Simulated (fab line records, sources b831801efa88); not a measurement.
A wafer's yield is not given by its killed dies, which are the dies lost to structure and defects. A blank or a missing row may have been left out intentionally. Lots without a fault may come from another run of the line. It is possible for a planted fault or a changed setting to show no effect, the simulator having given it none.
Comparing a struck lot with a sound one	flow gf180mcu	13 out of 602 route steps
Sound: these wafers, L775.1, L775.5, L775.6. The struck wafers were L781.1, L781.5, L781.6. At the end, the cause is stated.
Per side, at each step with rows, come the tool, then ch with its chambers, and then its first start. Under that, the readings that differ: sound wafers	struck wafers	difference of the means	sigmas: that difference in standard deviations of wafers without a fault.
alike: a reading whose means differ by less than 2 such deviations, as well as words and numbers matching on both sides. not compared: withheld readings; readings where some wafer has no value; bounds like >300 that might hide an equal value; numbers whose values overlap and for which the record gives no deviation.
The two part at a step that has a row with sigmas, a row that says differs or no value, or rows on one side only. When numbers do not overlap yet have no deviation, they are printed without sigmas and do not part them. A reading missing from all wafers of one side parts the sides only when that side holds two or more wafers.

GF_STI_BOW_MEAS_00:
  struck on film-metro-04, day 4 18:00; sound on film-metro-04, day 3 12:00
  alike: INCOMING_BOW
then, 1 step without rows for these wafers: GF_STI_OXIDATION_01 (stabilise 600 s, purge 300 s, target thk 10 nm).
GF_STI_THK_MEAS_02:
  struck on film-metro-04, day 4 20:35; sound on film-metro-03, day 3 13:48
  alike: STI_OXIDATION_THK
then, 1 step without rows for these wafers: GF_STI_CVD_03 (deposits Si3N4 from DCS/NH3, target thk 207.16 nm, time 3551 s).
GF_STI_THK_MEAS_04:
  struck on film-metro-03, day 4 22:38; sound on film-metro-01, day 3 15:50
  alike: STI_CVD_03_THK
then, 6 steps without rows for these wafers: GF_STI_DEHYDRATE_05 (time 57.14 s); GF_STI_HMDS_06 (prime time 60 s); GF_STI_COAT_07 (resist thk 700 nm); GF_STI_SOFTBAKE_08 (time 60 s); GF_STI_EXPOSE_09 (exposes mask COMP, target cd 220 nm); GF_STI_PEB_10 (peb time 90 s).
GF_STI_DEVELOP_11: develop time 60 s.
  sound on litho-track-01 ch 0, day 4 04:39; struck on litho-track-02, day 5 11:44
  no value came back on the struck wafers for chill-plate-temp-C (C), develop-time-s (s); on the sound wafers chill-plate-temp-C (C) reads 23.12 22.90 23.07
reading	sound	struck	difference	sigmas
model.KrF_of_STI_COAT_07.thk-nm (nm)	684.9 685.9 684.1	698.7 699.8 700.6	+14.7	
GF_STI_CD_MEAS_12 targets a cd of 220 nm.
  struck on cd-sem-01, day 5 11:53; sound on cd-sem-02, day 4 04:48
reading	sound	struck	difference	sigmas
cd-nm (nm)	219.8 220.1 219.7	- - -	no value on the struck wafers	

WHERE THEY PART
First at GF_STI_DEVELOP_11; last, within this record, at GF_STI_CD_MEAS_12.

WHY: what the simulator had put in
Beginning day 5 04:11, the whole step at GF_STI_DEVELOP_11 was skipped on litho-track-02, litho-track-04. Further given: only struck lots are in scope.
